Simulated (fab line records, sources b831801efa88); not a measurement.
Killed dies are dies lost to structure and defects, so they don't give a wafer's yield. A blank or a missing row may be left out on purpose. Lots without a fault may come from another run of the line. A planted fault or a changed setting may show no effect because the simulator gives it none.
fab line records | flow gf180mcu
record lots=5 wafers=23
route steps=602 shown STI@2 NWELL@44 MVSD@74 MVPSD@87 VT_IMPLANT@114 DUAL_GATE@147 POLY_GATE@157
start_h: hours from the record's first day to the start of the lot's first wafer shown | wait_h: hours since the lot's step before | " the same as in the row above | L1.1+2: a row that stands for several wafers | - no value, or no start given | * or withheld: withheld | < > ~ a bound
route shown NAME@n: a module of which the file shows steps, and the number in the route of the first | usual: mean/standard deviation of fault-free wafers | same: alike in all rows | chamber/n: place in a boat | sites: the reading at each site | _std_site: their standard deviation | _edge_site: outer sites' mean less inner sites' | radius_mm: how far each site lies from the wafer's centre | mask NAME#n: copy n | behind: the tool/chamber that last shaped the wafer | hold: why the lot was held/for how many hours/how that ended | device: the transistor (n, p or np) that didn't switch | end of line: the same wafers' tests at the end of the route | a step without rows: its recipe alone | killed: dies lost to structure and defects at the first sort, not the wafer's yield | map: a wafer's dies, x killed, . not, _ none there
set.NAME: the setting as run; set.NAME@STEP: as run at that earlier step | model.NAME: the simulator's own value behind a step, which no gauge read
lots whose settings were changed on purpose; a table a step, a row a wafer
## steps
# step GF_STI_OXIDATION_01
# recipe temp_c=900 ambient=O2 stabilise_s=600 purge_s=300 target_thk_a=100 ox_time_s=1418
# columns lot.wafer tool chamber start_h wait_h set.temp_c model.SiO2_of_STI_OXIDATION_01.thk_nm
L074.1 - - - 0.1 900 10.09
L074.2 " - " " 900 10.16
L074.3 " - " " 900 10.26
L074.4 " - " " 900 10.37
L074.5 " - " " 900 10.23
L075.2 - - - 0.5 900 9.851
L075.3 " - " " 900 10.02
L075.4 " - " " 900 9.801
L075.5 " - " " 900 9.982
L075.6 " - " " 900 9.949
L082.1 - - - 1.2 921.3 12.44
L082.2+4 " - " " 921.3 12.55
L082.3 " - " " 921.3 12.46
L082.5 " - " " 921.3 12.38
L084.1 - - - 1.3 886.9 8.711
L084.2 " - " " 886.9 8.629
L084.4 " - " " 886.9 8.64
L084.5 " - " " 886.9 8.775
L084.6 " - " " 886.9 8.631
L085.1 furnace-01 0 65.31 0.3 900 10.08
L085.3 " 0 " " 900 10.16
L085.5 " 0 " " 900 10.04
# step GF_STI_THK_MEAS_02
# recipe reads=SiO2_of_STI_OXIDATION_01
# usual STI_OXIDATION_THK=10.08/0.14
# columns lot.wafer tool chamber start_h wait_h set.temp_c@STI_OXIDATION_01 STI_OXIDATION_THK[nm]
L074.1 film_metro-01 - - - 900 10.11
L074.2 " - " " 900 10.17
L074.3 " - " " 900 10.27
L074.4 " - " " 900 10.44
L074.5 " - " " 900 10.25
L075.2 film_metro-01 - - - 900 9.88
L075.3 " - " " 900 10.04
L075.4 " - " " 900 9.80
L075.5 " - " " 900 9.98
L075.6 " - " " 900 9.95
L082.1 film_metro-01 - - - 921.3 12.48
L082.2 " - " " 921.3 12.54
L082.3 " - " " 921.3 12.51
L082.4 " - " " 921.3 12.59
L082.5 " - " " 921.3 12.41
L084.1 film_metro-04 - - - 886.9 8.74
L084.2 " - " " 886.9 8.65
L084.4 " - " " 886.9 8.61
L084.5 " - " " 886.9 8.80
L084.6 " - " " 886.9 8.62
L085.1 film_metro-01 - 66.70 0.0 900 10.08
L085.3 " - " " 900 10.11
L085.5 " - " " 900 10.03
# step GF_NWELL_COAT_02
# recipe spin_rpm=2000 resist_thk_nm=3000
# columns lot.wafer tool chamber start_h wait_h set.resist_thk_nm model.coat_of_NWELL_COAT_02.thk_nm
L074.1 litho_track-01 0 48.24 0.1 3000 3001
L074.2 " 0 " " 3000 3002
L074.3 " 0 " " 3000 2992
L074.4 " 0 " " 3178 3170
L074.5 " 0 " " 3178 3185
L075.2 litho_track-01 0 54.02 0.1 3000 2995
L075.3 " 0 " " 2879 2874
L075.4 " 0 " " 2879 2876
L075.5 " 0 " " 2879 2870
L075.6 " 0 " " 3000 2987
L082.1 litho_track-03 0 91.69 0.1 3000 2987
L082.2 " 0 " " 3000 2995
L082.3 " 0 " " 3086 3075
L082.4 " 0 " " 3000 2990
L082.5 " 0 " " 3086 3068
L084.1 litho_track-01 0 105.54 0.1 3053 3063
L084.2 " 0 " " 3053 3059
L084.4 " 0 " " 3000 3006
L084.5 " 0 " " 3053 3065
L084.6 " 0 " " 3000 3002
L085.1 litho_track-03 0 112.64 0.1 3000 3012
L085.3 " 0 " " 3000 2994
L085.5 " 0 " " 3000 3020
# step GF_NWELL_SOFTBAKE_03
# recipe temp_c=110 time_s=withheld
# step GF_NWELL_EXPOSE_04
# recipe mask_id=Nwell target_cd_nm=860 na=0.6 source_shape=conventional sigma_outer=0.6 dose_mj=260
# step GF_NWELL_PEB_05
# recipe temp_c=115 time_s=withheld
# step GF_NWELL_DEVELOP_06
# recipe wall_angle_deg=90 develop_time_s=57.96 dev_temp_c=23
# columns lot.wafer tool chamber start_h wait_h set.resist_thk_nm@NWELL_COAT_02 model.NWELL.cd_nm
L074.1 litho_track-03 0 - - 3000 841.4
L074.2 " 0 " " 3000 839
L074.3 " 0 " " 3000 839.4
L074.4 " 0 " " 3178 830
L074.5 " 0 " " 3178 830.7
L075.2 litho_track-03 0 - - 3000 850
L075.3 " 0 " " 2879 859.8
L075.4 " 0 " " 2879 856.5
L075.5 " 0 " " 2879 860
L075.6 " 0 " " 3000 851.1
L082.1 litho_track-02 0 - - 3000 842.7
L082.2 " 0 " " 3000 843.6
L082.3 " 0 " " 3086 838.5
L082.4 " 0 " " 3000 843.3
L082.5 " 0 " " 3086 838.7
L084.1 litho_track-01 0 - - 3053 834.5
L084.2 " 0 " " 3053 836.2
L084.4 " 0 " " 3000 838.6
L084.5 " 0 " " 3053 836.9
L084.6 " 0 " " 3000 839.5
L085.1 litho_track-01 0 - - 3000 854
L085.3 " 0 " " 3000 855.7
L085.5 " 0 " " 3000 852.4
# step GF_NWELL_IMPLANT_08
# recipe species=P energy_kev=450 dose_cm2=1.5e+13 tilt_deg=0
# columns lot.wafer tool chamber start_h wait_h set.energy_kev model.implant.rp_nm model.implant.drp_nm
L074.1+5 implanter-02 0 54.58 0.0 450 553.5 123.9
L074.2+3+4 " 0 " " 480.7 586.4 127.8
L075.2+4+5 implanter-02 0 60.80 0.0 475 576.3 127.1
L075.3+6 " 0 " " 450 549.7 123.9
L082.1+2 implanter-03 0 98.89 0.0 489.2 616.7 128.9
L082.3+4+5 " 0 " " 450 573.3 123.9
L084.1+4+5 implanter-02 0 112.73 0.0 450 539.6 123.9
L084.2+6 " 0 " " 427.7 515.6 120.9
L085.1+3+5 implanter-04 0 120.18 0.0 450 548.7 123.9
# step GF_NWELL_IMPLANT_09
# recipe species=P energy_kev=160 dose_cm2=4e+12 tilt_deg=0
# step GF_NWELL_STRIP_10
# recipe chemistry=O2/N2 power_w=1400 pressure_mtorr=1500 platen_temp_c=250 o2_flow_sccm=3000 n2_flow_sccm=300 overash_fraction=0.5
# usual strip_time_to_endpoint_s=36.97/0.099
# columns lot.wafer tool chamber start_h wait_h set.resist_thk_nm@NWELL_COAT_02 strip_time_to_endpoint_s
L074.1 plasma_asher-02 1 54.88 0.1 3000 36.97
L074.2 " 0 " " 3000 36.97
L074.3 " 0 " " 3000 36.85
L074.4 " 1 " " 3178 38.86
L074.5 " 1 " " 3178 39.07
L075.2 plasma_asher-02 0 61.08 0.1 3000 36.88
L075.3 " 0 " " 2879 35.49
L075.4 " 1 " " 2879 35.52
L075.5 " 1 " " 2879 35.46
L075.6 " 0 " " 3000 36.80
L082.1 plasma_asher-02 0 99.19 0.1 3000 36.80
L082.2 " 1 " " 3000 36.89
L082.3 " 0 " " 3086 37.79
L082.4 " 1 " " 3000 36.84
L082.5 " 0 " " 3086 37.72
L084.1 plasma_asher-02 0 113.03 0.1 3053 37.65
L084.2 " 1 " " 3053 37.61
L084.4 " 1 " " 3000 37.03
L084.5 " 1 " " 3053 37.67
L084.6 " 0 " " 3000 36.97
L085.1 plasma_asher-04 1 120.48 0.1 3000 37.09
L085.3 " 1 " " 3000 36.89
L085.5 " 1 " " 3000 37.19
# step GF_MVSD_IMPLANT_08
# recipe species=P energy_kev=400 dose_cm2=1.6e+13 tilt_deg=0
# columns lot.wafer tool chamber start_h wait_h set.dose_cm2
L074.1+2 implanter-01 0 81.24 0.0 1.6e+13
L074.3+4+5 " 0 " " 1.793e+13
L075.2+5 implanter-01 0 87.57 0.0 1.509e+13
L075.3+4+6 " 0 " " 1.6e+13
L082.1+2+3+4+5 implanter-02 0 127.89 0.0 1.6e+13
L084.1+2+4 implanter-04 0 143.38 0.0 1.419e+13
L084.5+6 " 0 " " 1.6e+13
L085.1+3+5 implanter-01 0 151.03 0.0 1.6e+13
# step GF_MVSD_IMPLANT_09
# recipe species=P energy_kev=100 dose_cm2=5e+12 tilt_deg=0
# step GF_MVSD_STRIP_10
# recipe chemistry=O2/N2 power_w=1400 pressure_mtorr=1500 platen_temp_c=250 o2_flow_sccm=3000 n2_flow_sccm=300 overash_fraction=0.5
# step GF_MVSD_TW_MEAS_11
# usual MVSD_TW=1568/6.1
# columns lot.wafer tool chamber start_h wait_h set.dose_cm2@MVSD_IMPLANT_08 MVSD_TW
L074.1 film_metro-03 - 81.64 0.1 1.6e+13 1566
L074.2 " - " " 1.6e+13 1563
L074.3 " - " " 1.793e+13 1612
L074.4 " - " " 1.793e+13 1612
L074.5 " - " " 1.793e+13 1616
L075.2 film_metro-01 - 87.95 0.1 1.509e+13 1540
L075.3 " - " " 1.6e+13 1574
L075.4 " - " " 1.6e+13 1565
L075.5 " - " " 1.509e+13 1545
L075.6 " - " " 1.6e+13 1570
L082.1 film_metro-02 - 128.29 0.1 1.6e+13 1571
L082.2 " - " " 1.6e+13 1574
L082.3 " - " " 1.6e+13 1569
L082.4 " - " " 1.6e+13 1569
L082.5 " - " " 1.6e+13 1571
L084.1 film_metro-03 - 143.78 0.1 1.419e+13 1516
L084.2 " - " " 1.419e+13 1513
L084.4 " - " " 1.419e+13 1516
L084.5 " - " " 1.6e+13 1562
L084.6 " - " " 1.6e+13 1567
L085.1 film_metro-01 - 151.43 0.1 1.6e+13 1557
L085.3 " - " " 1.6e+13 1561
L085.5 " - " " 1.6e+13 1562
# step GF_MVPSD_IMPLANT_09
# recipe species=B energy_kev=40 dose_cm2=5e+12 tilt_deg=0
# columns lot.wafer tool chamber start_h wait_h set.energy_kev model.implant.rp_nm model.implant.drp_nm
L074.1+3+4 implanter-04 0 95.24 0.1 40 130 51.21
L074.2+5 " 0 " " 37.71 122.8 49.47
L075.2+3+6 implanter-01 0 101.54 0.1 40 131.5 51.21
L075.4+5 " 0 " " 39.33 129.4 50.69
L082.1+3+5 implanter-01 0 143.23 0.1 38.03 124.9 49.71
L082.2+4 " 0 " " 40 131.1 51.21
L084.1+5 implanter-01 0 160.09 0.1 40 130.1 51.21
L084.2+4+6 " 0 " " 38.49 125.4 50.06
L085.1+3+5 implanter-01 0 167.17 0.1 40 130.4 51.21
# step GF_VT_IMPLANT_COAT_24
# recipe resist=NOVOLAK spin_rpm=3000 resist_thk_nm=1000
# columns lot.wafer tool chamber start_h wait_h set.spin_rpm model.NOVOLAK_of_VT_IMPLANT_COAT_24.thk_nm
L074.1 litho_track-02 0 131.01 0.1 3000 995.4
L074.2 " 0 " " 2905 1015
L074.3 " 0 " " 2905 1013
L074.4 " 0 " " 2905 1010
L074.5 " 0 " " 3000 996.2
L075.2 litho_track-03 0 138.01 0.1 3000 996.9
L075.3 " 0 " " 3187 967.8
L075.4 " 0 " " 3000 996.5
L075.5 " 0 " " 3000 998.3
L075.6 " 0 " " 3187 966.7
L082.1 litho_track-03 0 183.34 0.1 3000 998.6
L082.2+4 " 0 " " 3000 1001
L082.3 " 0 " " 3000 996.6
L082.5 " 0 " " 3000 999.2
L084.1 litho_track-01 0 201.84 0.1 2884 1019
L084.2 " 0 " " 2884 1024
L084.4 " 0 " " 2884 1020
L084.5+6 " 0 " " 3000 1002
L085.1 litho_track-03 0 210.29 0.1 3000 997.9
L085.3 " 0 " " 3000 996
L085.5 " 0 " " 3000 996.6
# step GF_VT_IMPLANT_IMPLANT_30
# recipe species=B energy_kev=25 dose_cm2=2.534e+12 tilt_deg=7
# columns lot.wafer tool chamber start_h wait_h set.energy_kev model.implant.rp_nm model.implant.drp_nm
L074.1+3+5 implanter-04 0 139.03 0.0 25.74 86.46 36.86
L074.2+4 " 0 " " 25 84.01 35.62
L075.2+3+4 implanter-04 0 146.22 0.0 26.73 87.96 38.47
L075.5+6 " 0 " " 25 82.35 35.62
L082.1+3+4 implanter-03 0 192.08 0.0 25 83.47 35.62
L082.2+5 " 0 " " 23.05 77.04 32.41
L084.1+2+4+5+6 implanter-03 0 210.99 0.0 25 83.06 35.62
L085.1+3+5 implanter-02 0 218.79 0.0 25 83.12 35.62
# step GF_VT_IMPLANT_STRIP_31
# recipe chemistry=O2/N2 power_w=1400 pressure_mtorr=1500 platen_temp_c=250 o2_flow_sccm=3000 n2_flow_sccm=300 overash_fraction=0.5
# usual strip_time_to_endpoint_s=12.63/0.034
# columns lot.wafer tool chamber start_h wait_h set.spin_rpm@VT_IMPLANT_COAT_24 strip_time_to_endpoint_s
L074.1 plasma_asher-02 0 139.18 0.1 3000 12.59
L074.2 " 1 " " 2905 12.81
L074.3 " 0 " " 2905 12.80
L074.4 " 1 " " 2905 12.76
L074.5 " 0 " " 3000 12.59
L075.2 plasma_asher-01 0 146.34 0.1 3000 12.60
L075.3 " 0 " " 3187 12.27
L075.4 " 1 " " 3000 12.60
L075.5 " 1 " " 3000 12.62
L075.6 " 0 " " 3187 12.26
L082.1 plasma_asher-02 1 192.23 0.1 3000 12.64
L082.2 " 0 " " 3000 12.66
L082.3 " 0 " " 3000 12.60
L082.4 " 1 " " 3000 12.65
L082.5 " 1 " " 3000 12.65
L084.1 plasma_asher-01 1 211.14 0.1 2884 12.79
L084.2 " 0 " " 2884 12.85
L084.4 " 1 " " 2884 12.81
L084.5 " 0 " " 3000 12.66
L084.6 " 1 " " 3000 12.67
L085.1 plasma_asher-01 1 218.94 0.1 3000 12.61
L085.3 " 1 " " 3000 12.61
L085.5 " 1 " " 3000 12.61
# step GF_VT_IMPLANT_TW_MEAS_32
# usual VT_IMPLANT_3_TW=267.4/1.9
# columns lot.wafer tool chamber start_h wait_h set.energy_kev@VT_IMPLANT_IMPLANT_30 VT_IMPLANT_3_TW
L074.1 film_metro-04 - 139.28 0.1 25.74 273.5
L074.2 " - " " 25 272.5
L074.3 " - " " 25.74 272.3
L074.4 " - " " 25 272.4
L074.5 " - " " 25.74 273.6
L075.2 film_metro-03 - 146.45 0.1 26.73 270.7
L075.3 " - " " 26.73 271.1
L075.4 " - " " 26.73 268.3
L075.5 " - " " 25 266.6
L075.6 " - " " 25 266.4
L082.1 film_metro-02 - 192.33 0.1 25 266.2
L082.2 " - " " 23.05 262.6
L082.3 " - " " 25 266.6
L082.4 " - " " 25 265.6
L082.5 " - " " 23.05 261.4
L084.1 film_metro-02 - 211.24 0.1 25 265.9
L084.2 " - " " 25 265.6
L084.4 " - " " 25 266.7
L084.5 " - " " 25 266.3
L084.6 " - " " 25 265.7
L085.1 film_metro-04 - 219.06 0.1 25 270.0
L085.3 " - " " 25 269.9
L085.5 " - " " 25 269.1
# step GF_DUAL_GATE_COAT_06
# recipe resist=NOVOLAK spin_rpm=3000 resist_thk_nm=1000
# columns lot.wafer tool chamber start_h wait_h set.resist_thk_nm model.NOVOLAK_of_DUAL_GATE_COAT_06.thk_nm
L074.1+3 litho_track-01 0 165.89 0.1 1044 1042
L074.2 " 0 " " 1000 998.7
L074.4 " 0 " " 1044 1043
L074.5 " 0 " " 1000 997.7
L075.2 litho_track-01 0 173.67 0.1 965.9 962.9
L075.3 " 0 " " 1000 997.8
L075.4 " 0 " " 965.9 960.8
L075.5 " 0 " " 1000 995.5
L075.6 " 0 " " 1000 994
L082.1 litho_track-01 0 218.89 0.1 1045 1043
L082.2 " 0 " " 1000 1000
L082.3 " 0 " " 1000 997.5
L082.4 " 0 " " 1045 1047
L082.5 " 0 " " 1045 1045
L084.1 litho_track-03 0 239.64 0.1 1000 992.2
L084.2 " 0 " " 958.7 953.4
L084.4 " 0 " " 1000 994.1
L084.5 " 0 " " 958.7 952.2
L084.6 " 0 " " 958.7 954.6
L085.1 litho_track-04 0 249.47 0.1 1000 1000
L085.3 " 0 " " 1000 997.8
L085.5 " 0 " " 1000 996.9
# step GF_DUAL_GATE_SOFTBAKE_07
# recipe temp_c=90 time_s=60 resist=NOVOLAK
# step GF_DUAL_GATE_EXPOSE_08
# recipe mask_id=Dualgate target_cd_nm=700 na=0.6 source_shape=conventional sigma_outer=0.6 dose_mj=140
# step GF_DUAL_GATE_WET_ETCH_12
# recipe chemistry=dHF target_depth_nm=13 dry=n2_spin target=SiO2 temp_c=25 dilution=100:1 time_s=260
# step GF_DUAL_GATE_STRIP_13
# recipe chemistry=O2/N2 power_w=1400 pressure_mtorr=1500 platen_temp_c=250 o2_flow_sccm=3000 n2_flow_sccm=300 overash_fraction=0.5
# usual strip_time_to_endpoint_s=12.61/0.04
# columns lot.wafer tool chamber start_h wait_h set.resist_thk_nm@DUAL_GATE_COAT_06 strip_time_to_endpoint_s
L074.1 plasma_asher-01 1 174.66 0.0 1044 13.06
L074.2 " 0 " " 1000 12.60
L074.3 " 0 " " 1044 13.05
L074.4 " 1 " " 1044 13.08
L074.5 " 1 " " 1000 12.60
L075.2 plasma_asher-01 0 182.05 0.0 965.9 12.18
L075.3 " 1 " " 1000 12.59
L075.4 " 0 " " 965.9 12.16
L075.5 " 0 " " 1000 12.55
L075.6 " 1 " " 1000 12.56
L082.1 plasma_asher-04 0 227.54 0.0 1045 13.06
L082.2 " 1 " " 1000 12.62
L082.3 " 0 " " 1000 12.61
L082.4 " 1 " " 1045 13.11
L082.5 " 0 " " 1045 13.07
L084.1 plasma_asher-04 1 249.29 0.0 1000 12.53
L084.2 " 0 " " 958.7 12.10
L084.4 " 1 " " 1000 12.55
L084.5 " 1 " " 958.7 12.07
L084.6 " 0 " " 958.7 12.12
L085.1 plasma_asher-04 1 259.25 0.0 1000 12.62
L085.3 " 1 " " 1000 12.59
L085.5 " 0 " " 1000 12.59
# step GF_POLY_GATE_CVD_00
# recipe material=poly-Si target_thk_nm=200 temp_c=620 time_s=1200 pressure_mtorr=200
# columns lot.wafer tool chamber start_h wait_h set.time_s model.poly-Si_of_POLY_GATE_CVD_00.thk_nm
L074.1 - - - 0.0 1289 217.5
L074.2 " - " " 1289 217.3
L074.3 " - " " 1289 217.1
L074.4 " - " " 1289 218
L074.5 " - " " 1289 216.8
L075.2 - - - 0.0 1049 179.2
L075.3 " - " " 1049 176.9
L075.4 " - " " 1049 177.7
L075.5 " - " " 1049 178.8
L075.6 " - " " 1049 178.6
L082.1 - - - 0.0 1351 228.1
L082.2 " - " " 1351 229.5
L082.3 " - " " 1351 228.3
L082.4 " - " " 1351 230.1
L082.5 " - " " 1351 227.7
L084.1 - - - 0.0 1287 213.8
L084.2 " - " " 1287 214.4
L084.4 " - " " 1287 213.5
L084.5 " - " " 1287 213.9
L084.6 " - " " 1287 213.4
L085.1 lpcvd-01 0 260.95 0.0 1200 201.4
L085.3 " 0 " " 1200 201.5
L085.5 " 0 " " 1200 201.8
# step GF_POLY_GATE_THK_MEAS_01
# recipe reads=poly-Si_of_POLY_GATE_CVD_00
# usual POLY_GATE_CVD_00_THK=201.6/1.9
# columns lot.wafer tool chamber start_h wait_h set.time_s@POLY_GATE_CVD_00 POLY_GATE_CVD_00_THK[nm]
L074.1 film_metro-03 - - - 1289 217.5
L074.2 " - " " 1289 217.3
L074.3 " - " " 1289 217.0
L074.4 " - " " 1289 217.8
L074.5 " - " " 1289 216.7
L075.2 film_metro-03 - - - 1049 179.2
L075.3 " - " " 1049 177.0
L075.4 " - " " 1049 177.7
L075.5 " - " " 1049 178.8
L075.6 " - " " 1049 178.6
L082.1 film_metro-04 - - - 1351 228.0
L082.2 " - " " 1351 229.5
L082.3 " - " " 1351 228.3
L082.4 " - " " 1351 230.4
L082.5 " - " " 1351 227.8
L084.1 film_metro-03 - - - 1287 213.8
L084.2 " - " " 1287 214.5
L084.4 " - " " 1287 213.6
L084.5 " - " " 1287 213.8
L084.6 " - " " 1287 213.5
L085.1 film_metro-03 - 262.95 0.0 1200 201.5
L085.3 " - " " 1200 201.5
L085.5 " - " " 1200 201.9
## key
split step=GF_STI_OXIDATION_01 setting=temp_c stated=900 by=lot
response step=GF_STI_OXIDATION_01 reading=model.SiO2_of_STI_OXIDATION_01.thk_nm change=+0.997 per=1% r=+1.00
response step=GF_STI_THK_MEAS_02 reading=STI_OXIDATION_THK change=+1 per=1% r=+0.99
split step=GF_NWELL_COAT_02 setting=resist_thk_nm stated=3000 by=wafer
response step=GF_NWELL_COAT_02 reading=model.coat_of_NWELL_COAT_02.thk_nm change=+29.8 per=1% r=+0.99
response step=GF_NWELL_DEVELOP_06 reading=model.NWELL.cd_nm change=-1.73 per=1% r=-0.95
response step=GF_NWELL_STRIP_10 reading=strip_time_to_endpoint_s change=* per=1% r=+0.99
split step=GF_NWELL_IMPLANT_08 setting=energy_kev stated=450 by=wafer
response step=GF_NWELL_IMPLANT_08 reading=model.implant.rp_nm change=+4.88 per=1% r=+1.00
response step=GF_NWELL_IMPLANT_08 reading=model.implant.drp_nm change=+0.586 per=1% r=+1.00
split step=GF_MVSD_IMPLANT_08 setting=dose_cm2 stated=1.6e+13 by=wafer
response step=GF_MVSD_TW_MEAS_11 reading=MVSD_TW change=+4.23 per=1% r=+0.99
split step=GF_MVPSD_IMPLANT_09 setting=energy_kev stated=40 by=wafer
response step=GF_MVPSD_IMPLANT_09 reading=model.implant.rp_nm change=+1.25 per=1% r=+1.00
response step=GF_MVPSD_IMPLANT_09 reading=model.implant.drp_nm change=+0.303 per=1% r=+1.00
split step=GF_VT_IMPLANT_COAT_24 setting=spin_rpm stated=3000 by=wafer
response step=GF_VT_IMPLANT_COAT_24 reading=model.NOVOLAK_of_VT_IMPLANT_COAT_24.thk_nm change=-4.92 per=1% r=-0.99
response step=GF_VT_IMPLANT_STRIP_31 reading=strip_time_to_endpoint_s change=* per=1% r=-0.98
split step=GF_VT_IMPLANT_IMPLANT_30 setting=energy_kev stated=25 by=wafer
response step=GF_VT_IMPLANT_IMPLANT_30 reading=model.implant.rp_nm change=+0.819 per=1% r=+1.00
response step=GF_VT_IMPLANT_IMPLANT_30 reading=model.implant.drp_nm change=+0.412 per=1% r=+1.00
response step=GF_VT_IMPLANT_TW_MEAS_32 reading=VT_IMPLANT_3_TW change=+0.502 per=1% r=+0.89
split step=GF_DUAL_GATE_COAT_06 setting=resist_thk_nm stated=1000 by=wafer
response step=GF_DUAL_GATE_COAT_06 reading=model.NOVOLAK_of_DUAL_GATE_COAT_06.thk_nm change=+10 per=1% r=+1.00
response step=GF_DUAL_GATE_STRIP_13 reading=strip_time_to_endpoint_s change=* per=1% r=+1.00
split step=GF_POLY_GATE_CVD_00 setting=time_s stated=1200 by=lot
response step=GF_POLY_GATE_CVD_00 reading=model.poly-Si_of_POLY_GATE_CVD_00.thk_nm change=+1.96 per=1% r=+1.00
response step=GF_POLY_GATE_THK_MEAS_01 reading=POLY_GATE_CVD_00_THK change=+1.96 per=1% r=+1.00
